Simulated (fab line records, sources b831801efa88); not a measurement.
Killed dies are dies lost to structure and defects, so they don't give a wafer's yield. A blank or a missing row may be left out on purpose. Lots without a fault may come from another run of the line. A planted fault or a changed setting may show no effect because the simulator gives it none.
A struck lot beside a sound one | flow sky130 | 16 steps out of a route of 708
Sound: wafers L432.2, L432.4, L432.6. Struck: wafers L437.1, L437.3, L437.5. The cause comes at the end.
At each step with rows: each side's tool, then ch and its chambers, then its first start. Under that, the readings that differ: sound wafers | struck wafers | difference of the means | sigmas: that difference in standard deviations of wafers without a fault.
alike: readings whose means differ by less than 2 such deviations, and words and numbers that are the same on both sides. not compared: withheld readings, readings that some wafer has no value for, bounds like >300 that may hide the same value, and numbers for which the record gives no deviation and whose values overlap.
The two part at a step that has a row with sigmas, a row that says differs or no value, or rows on one side only. Numbers that don't overlap but have no deviation are shown without sigmas and don't part them. A reading that every wafer of one side lacks parts them only if that side has two wafers or more.

first, 1 step without rows for these wafers: SKY_SONOS_ONO_CVD_04 (deposits SiO2 from SiH4/N2O, target thk 5.7199 nm).
SKY_SONOS_ONO_THK_MEAS_05:
  sound on film_metro-03, day 14 00:11; struck on film_metro-02, day 16 03:06
  alike: SONOS_ONO_CVD_04_THK
then, 7 steps without rows for these wafers: SKY_SONOS_ONO_DEHYDRATE_06 (time 60 s); SKY_SONOS_ONO_HMDS_07 (prime time 60 s); SKY_SONOS_ONO_COAT_08 (resist thk 1140 nm); SKY_SONOS_ONO_SOFTBAKE_09 (time 60 s); SKY_SONOS_ONO_EXPOSE_10 (exposes mask ONOM, target cd 410 nm); SKY_SONOS_ONO_PEB_11; SKY_SONOS_ONO_DEVELOP_12 (develop time 60 s).
SKY_SONOS_ONO_CD_MEAS_13: target cd 410 nm.
  sound on cd_sem-01, day 15 03:47; struck on cd_sem-02, day 17 07:17
  alike: cd_nm
SKY_SONOS_ONO_OVL_MEAS_14:
  sound on overlay-02, day 15 03:54; struck on overlay-01, day 17 07:24
  alike: SONOS_ONO_OVL
SKY_SONOS_ONO_ETCH_15: etches the open film in CHF3/O2, target depth 19.52 nm, time 7.8 s.
  sound on rie_diel-03 ch 1,2,3, day 15 03:56; struck on rie_diel-03 ch 0,1,3, day 17 07:26
  alike: O2_flow_sccm, bias_w, drypump_motor_current_A, oes_product_au, throttle_valve_pct
  not compared: rf_hours_counter_h
SKY_SONOS_ONO_WET_ETCH_16: etches SiO2 in dHF, target depth 14 nm, time 280 s.
  sound on wet_bench-04 ch 0, day 15 03:57; struck on wet_bench-03 ch 1, day 17 07:28
  no value came back on the struck wafers for bath_heat_duty_pct (%), run_length_s (s); on the sound wafers bath_heat_duty_pct (%) reads 5.6 6.5 5.7
  reading                                      | sound             | struck            | difference | sigmas
  model.SiO2_of_FIELD_ISO_CVD_24.thk_nm (nm)   | 386.2 384.6 383.4 | 397.7 399.5 398.4 | +13.8      |
  model.SiO2_of_NWELL_OXIDATION_01.thk_nm (nm) | 0 0 0             | 5.528 5.58 5.469  | +5.526     |
SKY_SONOS_ONO_STRIP_17: strips in O2/N2.
  sound on plasma_asher-04 ch 0,1, day 15 04:03; struck on plasma_asher-02 ch 0,1, day 17 07:33
  reading                      | sound             | struck            | difference | sigmas
  strip_time_to_endpoint_s (s) | 14.12 14.18 14.13 | 14.02 14.08 14.05 | -0.09      | -2
  alike: drypump_motor_current_A, oes_product_au
  not compared: rf_hours_counter_h
SKY_SONOS_ONO_WET_ETCH_18: etches Si3N4 in H3PO4, target depth 15 nm, time 172 s.
  sound on wet_bench-01 ch 1, day 15 04:09; struck on wet_bench-03 ch 1, day 17 07:39
  reading                                    | sound           | struck            | difference | sigmas
  model.SiO2_of_FIELD_ISO_CVD_24.thk_nm (nm) | 386 384.5 383.2 | 397.6 399.3 398.2 | +13.8      |
  alike: bath_guard_temp_C, bath_heat_duty_pct
-- the record jumps here: 32 days lie between the struck wafers' starts before and after (it left off in module SONOS_ONO and takes up again in module PAD_OPEN, whose first step shown is number 708 of the route) --
SKY_PAD_OPEN_PROBE_99:
  sound on prober-02, day 47 14:07; struck on prober-02, day 49 02:06
  reading             | sound    | struck                                                               | difference                   | sigmas
  hold                | - - -    | await_dispo/3.7h/scrap await_dispo/3.7h/scrap await_dispo/3.7h/scrap | no value on the sound wafers |
  killed_at_front_end | 14 9 6   | 430 419 432                                                          | +417                         | +93
  killed_at_other     | 4 2 0    | 0 1 0                                                                | -2                           | -3
  killed_dies         | 76 83 85 | 492 492 492                                                          | +411                         | +46
  killed_on_rim       | 16 12 7  | 96 96 96                                                             | +84                          | +23
  alike: killed_at_M0_to_M3, killed_at_M4_up, killed_at_contacts, killed_open, killed_short

WHERE THEY PART
First at SKY_SONOS_ONO_WET_ETCH_16; last, within this record, at SKY_PAD_OPEN_PROBE_99.

WHY: what the simulator had put in
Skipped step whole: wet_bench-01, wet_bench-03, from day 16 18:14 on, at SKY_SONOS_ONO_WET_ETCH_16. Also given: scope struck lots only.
